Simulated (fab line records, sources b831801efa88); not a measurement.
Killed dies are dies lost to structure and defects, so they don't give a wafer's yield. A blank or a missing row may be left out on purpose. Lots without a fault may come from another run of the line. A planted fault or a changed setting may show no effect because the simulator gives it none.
Which tool did it? | flow gf180mcu | 12 lots, 36 wafers sampled, at 4 steps of a route of 602

WHAT THE GAUGES READ, wafer by wafer
GF_CONTACT_OVL_MEAS_15. Usual: CONTACT_OVL 4 nm, standard deviation 5.6.
lot  | measured     | on         | CONTACT_OVL (nm) | flag
L355 | day 15 19:29 | overlay-02 | 7 2 6            |
L356 | day 16 01:23 | overlay-01 | 0 1 5            |
L357 | day 16 10:47 | overlay-01 | 2 7 11           |
L359 | day 17 14:10 | overlay-02 | -6 -4 -6         |
L358 | day 17 19:30 | overlay-01 | 18 7 15          |
L369 | day 21 09:13 | overlay-01 | -1 -2 -3         |
L370 | day 21 23:31 | overlay-02 | 11 9 6           |
L371 | day 22 07:05 | overlay-01 | 5 3 6            |
L372 | day 22 07:10 | overlay-02 | 3 2 2            |
L374 | day 23 01:50 | overlay-02 | -5 0 -2          |
L377 | day 23 21:38 | overlay-02 | 8 5 -2           |
L378 | day 24 06:01 | overlay-01 | -5 -1 0          |

GF_V2_THK_MEAS_03. Usual: V2_CVD_02_THK 848 nm, standard deviation 11.
lot  | measured     | on            | V2_CVD_02_THK (nm) | flag
L355 | day 18 23:01 | film_metro-03 | 838 847 861        |
L356 | day 19 03:54 | film_metro-04 | 854 836 862        |
L357 | day 19 13:31 | film_metro-03 | 837 863 857        |
L359 | day 20 19:05 | film_metro-01 | 625 836 626        | OFF
L358 | day 21 01:54 | film_metro-01 | 634 860 865        | OFF
L369 | day 24 10:49 | film_metro-03 | 853 836 856        |
L370 | day 24 23:31 | film_metro-04 | 855 877 861        |
L371 | day 25 07:35 | film_metro-01 | 841 851 854        |
L372 | day 25 08:01 | film_metro-04 | 850 840 857        |
L374 | day 25 23:54 | film_metro-03 | 865 856 847        |
L377 | day 26 18:46 | film_metro-04 | 846 849 845        |
L378 | day 27 01:59 | film_metro-04 | 847 842 856        |

WHICH TOOL RAN EACH LOT (tool, then ch and the chambers of the sampled wafers, then the start)
lot  | GF_V1_ETCH_17                                 | GF_V2_CVD_02
L355 | rie_diel-01 ch 0,2,3, day 18 22:57 or earlier | pecvd-03 ch 0,1,2, day 18 22:57
L356 | rie_diel-01 ch 0,1,3, day 19 03:50 or earlier | pecvd-03 ch 0,1,2, day 19 03:50
L357 | rie_diel-02 ch 0,2, day 19 13:26 or earlier   | pecvd-03 ch 0,1,2, day 19 13:26
L359 | rie_diel-02 ch 0,2,3, day 20 19:01 or earlier | pecvd-03 ch 0,1,2, day 20 19:01
L358 | rie_diel-03 ch 0,3, day 21 01:50 or earlier   | pecvd-03 ch 0,1,2, day 21 01:50
L369 | rie_diel-01 ch 2,3, day 24 10:45 or earlier   | pecvd-03 ch 0,1, day 24 10:45
L370 | rie_diel-01 ch 0,3, day 24 23:26 or earlier   | pecvd-03 ch 0,2, day 24 23:26
L371 | rie_diel-02 ch 0,1,2, day 25 07:30 or earlier | pecvd-01 ch 1,2, day 25 07:30
L372 | rie_diel-03 ch 0,2,3, day 25 07:57 or earlier | pecvd-03 ch 0,2, day 25 07:57
L374 | rie_diel-03 ch 0,1,2, day 25 23:50 or earlier | pecvd-03 ch 0,1,2, day 25 23:50
L377 | rie_diel-02 ch 0,1,2, day 26 18:41 or earlier | pecvd-03 ch 0,1, day 26 18:41
L378 | rie_diel-02 ch 0,1,3, day 27 01:55 or earlier | pecvd-02 ch 0,2, day 27 01:55
- GF_V1_ETCH_17: etches SiO2 in C4F8/O2/Ar, stops on TiN, target depth 630 nm.
- GF_V2_CVD_02: deposits SiO2 from TEOS, target thk 850 nm, time 94.851 s.

WHAT THE TOOLS THEMSELVES READ (means of the sampled wafers that have a number; where no wafer has one, the mark that the record gives instead)
GF_V1_ETCH_17. Usual: oes_product_au 0.856 a.u., standard deviation 0.0049; rf_fwd_power_W 1492 W, standard deviation 5.3.
lot  | tool        | oes_product_au (a.u.) | rf_fwd_power_W (W) | flag
L355 | rie_diel-01 | 0.860                 | 1489               |
L356 | rie_diel-01 | 0.859                 | 1485               |
L357 | rie_diel-02 | 0.852                 | 1490               |
L359 | rie_diel-02 | 0.855                 | 1492               |
L358 | rie_diel-03 | 0.857                 | 1495               |
L369 | rie_diel-01 | 0.855                 | 1492               |
L370 | rie_diel-01 | 0.855                 | 1489               |
L371 | rie_diel-02 | 0.861                 | 1495               |
L372 | rie_diel-03 | 0.856                 | 1494               |
L374 | rie_diel-03 | 0.853                 | 1490               |
L377 | rie_diel-02 | 0.860                 | 1494               |
L378 | rie_diel-02 | 0.857                 | 1490               |

GF_V2_CVD_02. Usual: heater_power_w 646 W, standard deviation 99; rf_fwd_power_W 595.2 W, standard deviation 2.2.
lot  | tool     | heater_power_w (W) | rf_fwd_power_W (W) | flag
L355 | pecvd-03 | 667                | 593.9              |
L356 | pecvd-03 | 651                | 596.0              |
L357 | pecvd-03 | 621                | 596.3              |
L359 | pecvd-03 | 590                | 594.4              |
L358 | pecvd-03 | 696                | 594.5              |
L369 | pecvd-03 | 602                | 595.1              |
L370 | pecvd-03 | 604                | 594.8              |
L371 | pecvd-01 | 565                | 595.0              |
L372 | pecvd-03 | 685                | 594.3              |
L374 | pecvd-03 | 643                | 595.3              |
L377 | pecvd-03 | 608                | 594.2              |
L378 | pecvd-02 | 725                | 593.2              |

THE ANSWER, worked out from the rows above alone
Rule: a lot is off if the mean of its wafers that have a number lies more than 3 standard deviations from the usual mean. A lot without any number at a reading at which 4 lots or more have one is off too. The other lots that the step has rows for count as sound. The gauges are gone through in route order, then the tools' own readings, and for those a lot's mean is taken as printed above. The first step at which some lot is off is used, and at that step the reading that is off furthest; a lot without a number counts as furthest.
Off: L359, L358, at GF_V2_THK_MEAS_03 (V2_CVD_02_THK).
A tool fits if, at a process step before that reading, it ran every lot that is off, and no sound lot after the first of them. The gauges at GF_V2_THK_MEAS_03 are tried like those tools. GF_V1_ETCH_17 gives no start for some lots, so the hours and the order of its lots are those of GF_V2_CVD_02. None of those tried fits.

WHAT THE SIMULATOR HAD PUT IN
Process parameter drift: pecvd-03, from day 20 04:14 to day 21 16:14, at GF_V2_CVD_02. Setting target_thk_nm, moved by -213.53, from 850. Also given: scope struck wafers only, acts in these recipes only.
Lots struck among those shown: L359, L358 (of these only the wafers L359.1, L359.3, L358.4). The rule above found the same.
